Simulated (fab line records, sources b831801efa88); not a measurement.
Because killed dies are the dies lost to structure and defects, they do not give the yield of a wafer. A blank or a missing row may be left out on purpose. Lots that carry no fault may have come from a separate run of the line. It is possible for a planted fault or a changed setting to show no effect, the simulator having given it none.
Which tool is to blame? -- flow gf180mcu -- 10 lots, 30 wafers sampled, at 5 steps of a route of 602

== WHAT EACH GAUGE READ, for each wafer ==
GF_M1_THK_MEAS_06: measures by xrf. Usual: M1_ALCU_THK typically reads 444 nm, with standard deviation 5.5.
lot,measured,on,M1_ALCU_THK (nm),flag
L938,day 16 04:14,film-metro-01,447 445 446,
L941,day 17 03:00,film-metro-03,438 443 447,
L942,day 17 18:11,film-metro-04,444 439 446,
L946,day 19 10:23,film-metro-01,452 455 453,
L949,day 20 10:26,film-metro-03,473 443 452,
L952,day 21 04:35,film-metro-03,461 443 461,
L954,day 22 05:44,film-metro-04,447 443 449,
L955,day 22 14:52,film-metro-03,448 443 445,
L956,day 22 19:36,film-metro-04,439 445 440,
L959,day 23 15:22,film-metro-04,438 432 436,

== WHICH TOOL RAN EACH LOT (tool, then ch and the chambers of the sampled wafers, then the start) ==
lot,GF_CONTACT_CMP_04,GF_CONTACT_ETCH_17,GF_CONTACT_STRIP_18,GF_M1_SPUTTER_04
L938,"cmp-01 ch 0,1, day 15 04:20","rie-diel-03 ch 0,3, day 16 02:55 or earlier","plasma-asher-02 ch 0,1, day 16 02:55","pvd-sputter-03, day 16 04:03"
L941,"cmp-02 ch 2,3, day 16 02:02","rie-diel-04 ch 0,2,3, day 17 01:41 or earlier","plasma-asher-02 ch 0,1, day 17 01:41","pvd-sputter-03, day 17 02:50"
L942,"cmp-02 ch 0,1,3, day 16 16:52","rie-diel-04 ch 0,1,3, day 17 16:50 or earlier","plasma-asher-01 ch 0,1, day 17 16:50","pvd-sputter-03, day 17 18:01"
L946,"cmp-02 ch 1,2,3, day 18 08:18","rie-diel-01 ch 0,1,2, day 19 09:04 or earlier","plasma-asher-04 ch 0,1, day 19 09:04","pvd-sputter-04, day 19 10:14"
L949,"cmp-01 ch 1,2,3, day 19 08:07","rie-diel-03 ch 0,2,3, day 20 09:07 or earlier","plasma-asher-01 ch 0,1, day 20 09:07","pvd-sputter-03, day 20 10:17"
L952,"cmp-01 ch 0,1,3, day 20 03:20","rie-diel-01 ch 0,1,3, day 21 03:16 or earlier","plasma-asher-01 ch 0,1, day 21 03:16","pvd-sputter-03, day 21 04:26"
L954,"cmp-01 ch 1,2, day 21 04:07","rie-diel-01 ch 1,2, day 22 04:22 or earlier","plasma-asher-01 ch 0,1, day 22 04:22","pvd-sputter-04, day 22 05:32"
L955,"cmp-01 ch 0,2,3, day 21 13:29","rie-diel-04 ch 1,2,3, day 22 13:20 or earlier","plasma-asher-02 ch 0,1, day 22 13:20","pvd-sputter-04, day 22 14:42"
L956,"cmp-01 ch 0,2,3, day 21 18:02","rie-diel-03 ch 0,1,3, day 22 18:16 or earlier","plasma-asher-01 ch 0,1, day 22 18:16","pvd-sputter-02, day 22 19:26"
L959,"cmp-01 ch 0,3, day 22 14:23","rie-diel-03 ch 0,1, day 23 14:02 or earlier","plasma-asher-02 ch 0,1, day 23 14:02","pvd-sputter-02, day 23 15:13"
- GF_CONTACT_CMP_04: polishes SiO2.
- GF_CONTACT_ETCH_17: etches SiO2 in C4F8/O2/Ar, stops on CoSi2, target depth 860 nm.
- GF_CONTACT_STRIP_18: strips in O2/N2.
- GF_M1_SPUTTER_04: material TiN, target thk 50 nm, time 41.7 s.

== AS READ BY THE TOOLS THEMSELVES (means over the sampled wafers that have a number; for cases with no such wafer, the mark the record gives instead) ==
GF_CONTACT_CMP_04. Usual: motor-current-A 12.2 A, standard deviation 1.4; retaining-ring-pressure-frac 1.000, standard deviation 0.0047; slurry-flow-ml-min 150.0, standard deviation 0.46; time-to-endpoint-s 113 s, standard deviation 5.2.
lot,tool,motor-current-A (A),retaining-ring-pressure-frac,slurry-flow-ml-min,time-to-endpoint-s (s),flag
L938,cmp-01,11.0,1.001,149.8,120,
L941,cmp-02,11.8,1.008,150.0,117,
L942,cmp-02,12.6,1.003,150.1,115,
L946,cmp-02,11.5,0.995,150.1,113,
L949,cmp-01,12.3,0.997,149.8,119,
L952,cmp-01,12.3,0.998,150.0,109,
L954,cmp-01,11.4,0.999,149.8,110,
L955,cmp-01,12.6,1.000,150.0,108,
L956,cmp-01,12.5,0.996,149.9,111,
L959,cmp-01,13.2,1.003,149.7,113,

GF_CONTACT_ETCH_17. Usual: 0.814 a.u. for oes-product-au, sd 0.0052.
lot,tool,oes-product-au (a.u.),flag
L938,rie-diel-03,0.812,
L941,rie-diel-04,0.811,
L942,rie-diel-04,0.813,
L946,rie-diel-01,0.815,
L949,rie-diel-03,0.813,
L952,rie-diel-01,0.809,
L954,rie-diel-01,0.815,
L955,rie-diel-04,0.808,
L956,rie-diel-03,0.815,
L959,rie-diel-03,0.814,

GF_CONTACT_STRIP_18. Usual: drypump-motor-current-A 5.52 A, standard deviation 0.2; heater-power-w 320 W, standard deviation 10; oes-product-au 0.581 a.u., standard deviation 0.0049.
lot,tool,drypump-motor-current-A (A),heater-power-w (W),oes-product-au (a.u.),flag
L938,plasma-asher-02,5.74,326,0.581,
L941,plasma-asher-02,5.75,322,0.584,
L942,plasma-asher-01,5.44,316,0.579,
L946,plasma-asher-04,5.46,330,0.580,
L949,plasma-asher-01,5.45,318,0.577,
L952,plasma-asher-01,5.41,319,0.582,
L954,plasma-asher-01,5.39,321,0.580,
L955,plasma-asher-02,5.63,320,0.584,
L956,plasma-asher-01,5.44,315,0.580,
L959,plasma-asher-02,5.73,306,0.583,

GF_M1_SPUTTER_04. Usual: chamber-pressure-pa 0.4000 Pa, standard deviation 0.00076; throttle-valve-pct 29.9 %, standard deviation 0.84.
lot,tool,chamber-pressure-pa (Pa),throttle-valve-pct (%),flag
L938,pvd-sputter-03,0.3999,30.0,
L941,pvd-sputter-03,0.3997,30.0,
L942,pvd-sputter-03,0.4010,30.2,
L946,pvd-sputter-04,0.3997,30.2,
L949,pvd-sputter-03,0.4003,30.0,
L952,pvd-sputter-03,0.3994,30.1,
L954,pvd-sputter-04,0.4000,29.0,
L955,pvd-sputter-04,0.4003,29.7,
L956,pvd-sputter-02,0.3996,30.5,
L959,pvd-sputter-02,0.4012,29.9,

== THE ANSWER, worked out from the rows above alone ==
Rule: a lot counts as off when the mean over its wafers that have a number is more than 3 standard deviations away from the usual mean. Also off: a lot with no number at a reading for which 4 or more lots have one. Any other lot the step has rows for is counted as sound. First the gauges in route order, then the tools' own readings, where a lot's mean is used as printed above. The first step at which some lot is off is used, and at that step the reading that is off furthest; a lot without a number counts as furthest.
Across all readings shown, no lot is off: no conclusion can be drawn from this.

== WHAT HAD BEEN PUT IN BY THE SIMULATOR ==
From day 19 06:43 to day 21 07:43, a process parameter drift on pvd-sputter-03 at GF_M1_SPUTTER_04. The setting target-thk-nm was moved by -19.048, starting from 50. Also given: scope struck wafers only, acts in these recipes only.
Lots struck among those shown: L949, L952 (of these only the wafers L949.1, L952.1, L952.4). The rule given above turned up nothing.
